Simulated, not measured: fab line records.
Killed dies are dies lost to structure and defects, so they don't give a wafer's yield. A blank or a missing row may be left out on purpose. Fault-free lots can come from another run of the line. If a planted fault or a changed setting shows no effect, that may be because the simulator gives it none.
Chamber matching :: flow sfq-line :: rie-diel-04 running SFQ_TRILAYER_I0_VIA_BARC_OPEN_VIA_ETCH_046: 4 sister chambers
The step etches BARC in O2, target depth 125 nm, time 41.7 s. 16 wafers are shown with their chamber, then 8 later ones without.

== WAFERS WITH THEIR CHAMBER ==
wafer: L904.1
chamber: 0
drypump-motor-current-A (A): 5.4
oes-product-au (a.u.): 0.684

wafer: L904.4
chamber: 3
drypump-motor-current-A (A): 6.0
oes-product-au (a.u.): 0.686

wafer: L904.6
chamber: 0
drypump-motor-current-A (A): 5.5
oes-product-au (a.u.): 0.681

wafer: L911.3
chamber: 3
drypump-motor-current-A (A): 5.9
oes-product-au (a.u.): 0.680

wafer: L911.5
chamber: 0
drypump-motor-current-A (A): 5.5
oes-product-au (a.u.): 0.688

wafer: L911.6
chamber: 3
drypump-motor-current-A (A): 6.0
oes-product-au (a.u.): 0.686

wafer: L915.3
chamber: 3
drypump-motor-current-A (A): 5.9
oes-product-au (a.u.): 0.688

wafer: L915.4
chamber: 0
drypump-motor-current-A (A): 5.4
oes-product-au (a.u.): 0.688

wafer: L915.6
chamber: 3
drypump-motor-current-A (A): 5.9
oes-product-au (a.u.): 0.689

wafer: L917.1
chamber: 2
drypump-motor-current-A (A): 5.4
oes-product-au (a.u.): 0.684

wafer: L917.5
chamber: 3
drypump-motor-current-A (A): 5.9
oes-product-au (a.u.): 0.689

wafer: L917.6
chamber: 0
drypump-motor-current-A (A): 5.5
oes-product-au (a.u.): 0.686

wafer: L919.3
chamber: 2
drypump-motor-current-A (A): 5.5
oes-product-au (a.u.): 0.683

wafer: L919.4
chamber: 1
drypump-motor-current-A (A): 6.3
oes-product-au (a.u.): 0.688

wafer: L919.5
chamber: 2
drypump-motor-current-A (A): 5.5
oes-product-au (a.u.): 0.689

wafer: L920.2
chamber: 3
drypump-motor-current-A (A): 5.9
oes-product-au (a.u.): 0.683

SIGNATURES (means of the wafers above)
reading: drypump-motor-current-A
chamber 0: 5.460
chamber 1: 6.300
chamber 2: 5.467
chamber 3: 5.929
scatter within a chamber: 0.0524

reading: oes-product-au
chamber 0: 0.68540
chamber 1: 0.68800
chamber 2: 0.68533
chamber 3: 0.68586
scatter within a chamber: 0.0032
Rule: distance of a wafer from a chamber = root of the sum over the readings of ((wafer's reading minus chamber's mean) / reading's scatter) squared. The wafer belongs to the nearest chamber; if the next one is less than 2 further off, it can't be placed. The scatter is the square root of a quotient: the sum, over the shown wafers, of each reading's squared deviation from its chamber's mean, divided by wafers minus chambers.

== WAFERS WHOSE CHAMBER IS MISSING ==
wafer: L920.4
drypump-motor-current-A (A): 5.5
oes-product-au (a.u.): 0.683

wafer: L920.6
drypump-motor-current-A (A): 5.9
oes-product-au (a.u.): 0.686

wafer: L923.1
drypump-motor-current-A (A): 5.5
oes-product-au (a.u.): 0.681

wafer: L923.4
drypump-motor-current-A (A): 6.2
oes-product-au (a.u.): 0.686

wafer: L923.6
drypump-motor-current-A (A): 6.0
oes-product-au (a.u.): 0.685

wafer: L924.1
drypump-motor-current-A (A): 5.5
oes-product-au (a.u.): 0.684

wafer: L924.5
drypump-motor-current-A (A): 5.9
oes-product-au (a.u.): 0.692

wafer: L924.6
drypump-motor-current-A (A): 5.4
oes-product-au (a.u.): 0.690

== THE CHAMBER EACH PASSED THROUGH ==
wafer: L920.4
from the rows above: can't be placed: 2 or 0
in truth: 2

wafer: L920.6
from the rows above: 3
in truth: 3

wafer: L923.1
from the rows above: can't be placed: 2 or 0
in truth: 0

wafer: L923.4
from the rows above: 1
in truth: 1

wafer: L923.6
from the rows above: 3
in truth: 3

wafer: L924.1
from the rows above: can't be placed: 2 or 0
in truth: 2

wafer: L924.5
from the rows above: 3
in truth: 3

wafer: L924.6
from the rows above: can't be placed: 0 or 2
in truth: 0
4 of 8 placed correctly. Cannot be placed on the basis of these rows: 4; the candidates contain the true chamber in 4. 0 placed wrongly.
